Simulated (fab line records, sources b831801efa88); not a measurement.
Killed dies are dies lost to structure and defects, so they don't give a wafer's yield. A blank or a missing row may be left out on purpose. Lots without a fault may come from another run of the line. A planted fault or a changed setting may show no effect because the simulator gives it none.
fab line records | flow sky130
record lots=13 wafers=39 last_day=50
route steps=708 shown FIELD_ISO@1 NWELL@34 PWDE@52 PAD_OPEN@708
lots that met no fault: from a run of the same line without faults
start_h: hours from the record's first day to the start of the lot's first wafer shown | wait_h: hours since the lot's step before | " the same as in the row above | L1.1+2: a row that stands for several wafers | - no value, or no start given | * or withheld: withheld | < > ~ a bound
route shown NAME@n: a module of which the file shows steps, and the number in the route of the first | usual: mean/standard deviation of fault-free wafers | same: alike in all rows | chamber/n: place in a boat | sites: the reading at each site | _std_site: their standard deviation | _edge_site: outer sites' mean less inner sites' | radius_mm: how far each site lies from the wafer's centre | mask NAME#n: copy n | behind: the tool/chamber that last shaped the wafer | hold: why the lot was held/for how many hours/how that ended | device: the transistor (n, p or np) that didn't switch | end of line: the same wafers' tests at the end of the route | a step without rows: its recipe alone | killed: dies lost to structure and defects at the first sort, not the wafer's yield | map: a wafer's dies, x killed, . not, _ none there
set.NAME: the setting as run; set.NAME@STEP: as run at that earlier step | model.NAME: the simulator's own value behind a step, which no gauge read
steps of the route over a sample of lots; a table a step, a row a wafer
services: from which hour (start_h, from the record's first day; less than 0 if before it) a tool's chamber was out of use, for how many hours, and why
## steps
# step SKY_FIELD_ISO_BOW_MEAS_00
# recipe mode=bow
# usual INCOMING_BOW=1/6.9
# columns lot.wafer tool chamber start_h wait_h INCOMING_BOW[um]
L118.3 film_metro-01 - 15.04 - 5
L118.4 " - " " 2
L118.6 " - " " -9
L121.4 film_metro-04 - 30.06 - 3
L121.5 " - " " 6
L121.6 " - " " -6
L122.2 film_metro-04 - 35.02 - -5
L122.4 " - " " 0
L122.6 " - " " 12
L123.3 film_metro-04 - 40.04 - 0
L123.4 " - " " -5
L123.5 " - " " 6
L124.1 film_metro-04 - 45.00 - 9
L124.4 " - " " 14
L124.5 " - " " -8
L125.1 film_metro-03 - 50.00 - -7
L125.2 " - " " -11
L125.3 " - " " 0
L126.1 film_metro-04 - 55.00 - -8
L126.4 " - " " 8
L126.6 " - " " 1
L127.1 film_metro-03 - 60.00 - 1
L127.3 " - " " 2
L127.5 " - " " -11
L128.2 film_metro-01 - 65.02 - -6
L128.4 " - " " 7
L128.6 " - " " -4
L135.1 film_metro-01 - 100.00 - 6
L135.4 " - " " 3
L135.6 " - " " -2
L137.1 film_metro-04 - 110.00 - 7
L137.4 " - " " 6
L137.6 " - " " 8
L139.2 film_metro-03 - 120.02 - -3
L139.5 " - " " -8
L139.6 " - " " 10
L140.2 film_metro-01 - 125.02 - 19
L140.3 " - " " 11
L140.5 " - " " 1
# step SKY_FIELD_ISO_ETCH_17
# recipe target_depth_a=3420 mask_material=Si3N4 chemistry=HBr/Cl2/O2 target=Si taper_deg=5 icp_w=600 bias_w=145.2 pressure_mtorr=15 HBr_flow_sccm=150 Cl2_flow_sccm=40 O2_flow_sccm=6 time_s=97.7
# usual HBr_flow_sccm=150.0/0.48 O2_flow_sccm=5.997/0.018 drypump_motor_current_A=5.7/0.39 oes_product_au=0.995/0.011 throttle_valve_pct=25.660/0.011
# columns lot.wafer tool chamber start_h wait_h HBr_flow_sccm O2_flow_sccm drypump_motor_current_A oes_product_au rf_hours_counter_h throttle_valve_pct
L118.3 rie_si-01 3 36.27 0.0 150.4 6.026 5.5 0.996 121 25.655
L118.4 " 0 " " 150.3 5.998 6.1 1.015 21 25.643
L118.6 " 2 " " 150.1 6.031 5.8 0.983 - 25.656
L121.4 rie_si-02 0 50.85 0.0 149.1 5.995 5.2 1.006 74 25.635
L121.5 " 2 " " 150.4 6.003 5.6 0.986 - 25.669
L121.6 " 3 " " 149.9 5.978 6.3 0.986 - 25.682
L122.2 rie_si-01 1 55.70 0.1 149.6 5.991 5.2 0.998 134 25.639
L122.4 " 3 " " 150.4 5.961 5.4 0.984 121 25.653
L122.6 " 3 " " 150.0 5.946 5.4 0.998 - 25.651
L123.3 rie_si-01 3 59.77 0.0 149.6 6.013 5.4 0.988 121 25.674
L123.4 " 0 " " 150.5 5.989 6.2 1.015 21 25.648
L123.5 " 0 " " 150.3 6.004 6.2 1.012 - 25.645
L124.1 rie_si-02 1 66.65 0.1 149.9 6.000 5.6 0.994 20 25.653
L124.4 " 0 " " 150.2 5.983 5.2 1.024 74 25.638
L124.5 " 1 " " 149.6 5.977 5.6 0.992 - 25.654
L125.1 rie_si-01 2 70.10 0.1 150.1 6.018 5.9 0.986 1 25.655
L125.2 " 3 " " 150.8 5.984 5.4 0.997 121 25.658
L125.3 " 1 " " 149.9 6.039 5.2 1.004 134 25.666
L126.1 rie_si-01 2 75.52 0.1 - - - - - -
L126.4 " 1 " " - - - - - -
L126.6 " 3 " " - - - - - -
L127.1 rie_si-02 0 82.47 0.1 - - - - - -
L127.3 " 2 " " - - - - - -
L127.5 " 3 " " - - - - - -
L128.2 rie_si-02 3 88.05 0.1 150.0 6.011 6.3 0.988 1 25.667
L128.4 " 1 " " 149.9 5.986 5.6 0.990 - 25.657
L128.6 " 3 " " 149.5 6.003 6.3 1.004 - 25.648
L135.1 rie_si-02 0 122.25 0.1 150.4 6.020 5.3 0.999 75 25.681
L135.4 " 2 " " 149.8 5.992 5.6 0.972 18 25.669
L135.6 " 3 " " 149.7 5.996 6.3 0.981 - 25.656
L137.1 rie_si-02 0 133.77 0.1 149.8 5.987 5.2 1.004 75 25.666
L137.4 " 3 " " 149.8 6.003 6.3 0.985 2 25.658
L137.6 " 0 " " 149.8 5.992 5.2 0.994 - 25.657
L139.2 rie_si-02 2 143.00 0.1 150.5 5.994 5.6 0.989 18 25.660
L139.5 " 1 " " 149.4 6.016 5.6 0.998 - 25.668
L139.6 " 0 " " 150.5 5.985 5.2 1.006 - 25.659
L140.2 rie_si-02 2 148.35 0.1 149.8 6.002 5.6 0.971 18 25.668
L140.3 " 1 " " 150.5 6.011 5.6 1.008 20 25.650
L140.5 " 3 " " 150.6 5.997 6.2 0.983 - 25.667
# step SKY_NWELL_THK_MEAS_02
# recipe reads=SiO2_of_NWELL_OXIDATION_01
# usual NWELL_OXIDATION_THK=9.96/0.24
# columns lot.wafer tool chamber start_h wait_h NWELL_OXIDATION_THK[nm]
L118.3 film_metro-01 - 46.14 0.0 9.65
L118.4 " - " " 9.87
L118.6 " - " " 9.72
L121.4 film_metro-03 - 56.94 0.0 9.89
L121.5 " - " " 9.91
L121.6 " - " " 10.01
L122.2 film_metro-01 - 63.04 0.0 9.75
L122.4 " - " " 9.75
L122.6 " - " " 9.90
L123.3 film_metro-02 - 70.71 0.0 9.86
L123.4 " - " " 10.04
L123.5 " - " " 9.91
L124.1 film_metro-01 - 75.98 0.0 9.98
L124.4 " - " " 9.96
L124.5 " - " " 10.10
L125.1 film_metro-02 - 80.22 0.0 9.49
L125.2 " - " " 9.50
L125.3 " - " " 9.69
L128.2 film_metro-02 - 94.70 0.0 10.26
L128.4 " - " " 10.13
L128.6 " - " " 10.17
L135.1 film_metro-01 - 128.21 0.0 10.27
L135.4 " - " " 10.32
L135.6 " - " " 10.29
L137.1 film_metro-02 - 140.87 0.0 10.43
L137.4 " - " " 10.07
L137.6 " - " " 10.27
L139.2 film_metro-03 - 151.01 0.0 9.88
L139.5 " - " " 9.92
L139.6 " - " " 9.81
L140.2 film_metro-01 - 153.92 0.0 9.95
L140.3 " - " " 10.21
L140.5 " - " " 10.02
# step SKY_PWDE_OVL_MEAS_07
# usual PWDE_OVL=0.1/1.3
# columns lot.wafer tool chamber start_h wait_h PWDE_OVL[nm]
L118.3 overlay-02 - 78.45 - -0.2
L118.4 " - " " 0.8
L118.6 " - " " 0.6
L121.4 overlay-01 - 90.35 - -2.1
L121.5 " - " " -2.2
L121.6 " - " " -2.9
L122.2 overlay-01 - 96.39 - -2.6
L122.4 " - " " -0.9
L122.6 " - " " -1.4
L123.3 overlay-02 - 105.55 - 0.9
L123.4 " - " " -1.9
L123.5 " - " " -0.1
L124.1 overlay-02 - 111.41 - -0.9
L124.4 " - " " 1.3
L124.5 " - " " 0.8
L125.1 overlay-01 - 115.56 - -0.3
L125.2 " - " " -0.5
L125.3 " - " " -1.8
L128.2 overlay-02 - 132.04 - 1.2
L128.4 " - " " 0.5
L128.6 " - " " 3.2
L135.1 overlay-02 - 168.06 - 0.3
L135.4 " - " " -0.9
L135.6 " - " " 0.0
L137.1 overlay-02 - 181.08 - -0.4
L137.4 " - " " -0.2
L137.6 " - " " 2.3
L139.2 overlay-02 - 192.39 - -1.4
L139.5 " - " " -1.3
L139.6 " - " " 1.3
L140.2 overlay-01 - 196.41 - 0.5
L140.3 " - " " 0.3
L140.5 " - " " 1.3
# step SKY_PAD_OPEN_PROBE_99
# usual killed_at_M0_to_M3=43/6.6 killed_at_M4_up=2.9/1.8 killed_at_contacts=25/5.3 killed_at_front_end=15/4.1 killed_at_other=0.3/0.6 killed_dies=86/8.8 killed_on_rim=17/3.5 killed_open=47/6.7 killed_short=39/6.2
# same gross_dies=492 killed_at_back_side=0
# columns lot.wafer tool chamber start_h wait_h killed_at_M0_to_M3 killed_at_M4_up killed_at_contacts killed_at_front_end killed_at_other killed_dies killed_on_rim killed_open killed_short
L126.1 prober-01 - 1136.14 0.1 35 3 26 428 0 492 96 43 37
L126.4 prober-01 - 1136.29 0.2 47 4 31 410 0 492 96 55 35
L126.6 prober-01 - 1136.39 0.2 42 2 24 424 0 492 96 52 33
L127.1 prober-02 - 1141.26 0.1 43 2 17 430 0 492 96 39 36
L127.3 prober-02 - 1141.36 0.2 38 6 29 419 0 492 96 48 42
L127.5 prober-02 - 1141.46 0.2 54 0 26 412 0 492 96 48 41
L135.1 prober-02 - 1176.70 0.1 43 2 24 22 0 91 12 46 43
L135.4 prober-02 - 1176.85 0.2 36 4 29 21 0 90 17 44 46
L135.6 prober-02 - 1176.95 0.2 42 2 29 19 0 92 22 54 38
# killed by level:class
L126.1 FIELD_ISO:area_etch=412 LI_CONTACT:geometric_particle:open=9 VIA2:geometric_particle:open=8 CONTACT:geometric_particle:short=6 VIA3:geometric_particle:open=5 LOCAL_INTERCONNECT:geometric_particle:short=4 FIELD_ISO:geometric_particle:open=4 POLY_GATE:geometric_particle:short=4
L126.4 FIELD_ISO:area_etch=402 VIA1:geometric_particle:open=12 CONTACT:geometric_particle:open=11 LI_CONTACT:geometric_particle:open=10 VIA2:geometric_particle:open=8 LI_CONTACT:geometric_particle:short=7 VIA3:geometric_particle:open=7 VIA1:geometric_particle:short=6
L126.6 FIELD_ISO:area_etch=407 CONTACT:geometric_particle:open=10 VIA1:geometric_particle:open=9 VIA3:geometric_particle:short=8 VIA3:geometric_particle:open=8 LI_CONTACT:geometric_particle:open=7 FIELD_ISO:geometric_particle:open=5 POLY_GATE:geometric_particle:short=4
L127.1 FIELD_ISO:area_etch=417 VIA3:geometric_particle:open=11 VIA1:geometric_particle:open=7 LOCAL_INTERCONNECT:geometric_particle:short=6 VIA2:geometric_particle:open=5 VIA3:geometric_particle:short=5 LI_CONTACT:geometric_particle:open=4 CONTACT:geometric_particle:open=4
L127.3 FIELD_ISO:area_etch=402 CONTACT:geometric_particle:open=12 LI_CONTACT:geometric_particle:open=7 CONTACT:geometric_particle:short=6 VIA2:geometric_particle:open=6 METAL1:geometric_particle:short=6 VIA1:geometric_particle:short=6 FIELD_ISO:geometric_particle:open=5
L127.5 FIELD_ISO:area_etch=403 VIA1:geometric_particle:open=16 CONTACT:geometric_particle:short=8 CONTACT:geometric_particle:open=8 VIA2:geometric_particle:open=7 METAL1:geometric_particle:short=6 VIA3:geometric_particle:open=6 LI_CONTACT:geometric_particle:open=5
L135.1 VIA1:geometric_particle:open=10 POLY_GATE:geometric_particle:open=6 LI_CONTACT:geometric_particle:open=6 VIA3:geometric_particle:open=6 CONTACT:geometric_particle:short=5 CONTACT:geometric_particle:open=5 VIA2:geometric_particle:open=5 METAL1:geometric_particle:short=5
L135.4 LI_CONTACT:geometric_particle:open=10 VIA1:geometric_particle:open=8 FIELD_ISO:geometric_particle:short=7 CONTACT:geometric_particle:open=7 VIA1:geometric_particle:short=7 FIELD_ISO:geometric_particle:open=6 LI_CONTACT:geometric_particle:short=5 METAL2:geometric_particle:short=5
L135.6 CONTACT:geometric_particle:open=12 LI_CONTACT:geometric_particle:open=10 VIA2:geometric_particle:open=10 METAL1:geometric_particle:short=8 VIA1:geometric_particle:open=8 CONTACT:geometric_particle:short=6 FIELD_ISO:geometric_particle:short=5 POLY_GATE:geometric_particle:open=5
## services
# columns tool chamber start_h hours kind
rie_si-01 - 20.02 2.8 pm
rie_si-02 2 85.70 7.3 repair
rie_si-02 - 123.77 0.1 repair
rie_si-01 0 140.46 6.4 repair
rie_si-01 1 147.27 - clean
rie_si-01 1 147.27 13.2 scheduled_down
rie_si-01 1 147.27 13.2 vent_cycle
## key
first_sign step=SKY_FIELD_ISO_ETCH_17 reading=tool_record direction=missing
effect step=SKY_PAD_OPEN_PROBE_99 reading=killed_at_front_end direction=up sigmas=99+ usual=15 struck=420
more_kills_born_at SKY_FIELD_ISO_ETCH_17@rie_si-02=1222 SKY_FIELD_ISO_ETCH_17@rie_si-01=1221
met_at SKY_FIELD_ISO_ETCH_17
struck_lots L126,L127
later_rows_left_out L126.1,L126.4,L126.6,L127.1,L127.3,L127.5
tester_left_out L126,L127
not_acting_at SKY_FIELD_ISO_BOW_MEAS_00,SKY_NWELL_THK_MEAS_02,SKY_PWDE_OVL_MEAS_07
onset_between 70.10 75.52
fault kind=skipped_step_whole tool=rie_si-01,rie_si-02 chamber=- onset_h=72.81 steps=SKY_FIELD_ISO_ETCH_17 scope=struck_lots_only
# tester_left_out: of these lots the tester's yield and bins aren't shown, on N5 and GAA mostly nor the transistor test; their killed dies are dies lost to structure and defects alone, not to doping, threshold or leakage, so they don't give the yield
# later_rows_left_out: the simulator's readings of these wafers behind a module that went badly wrong aren't trusted and aren't shown, but for the sort
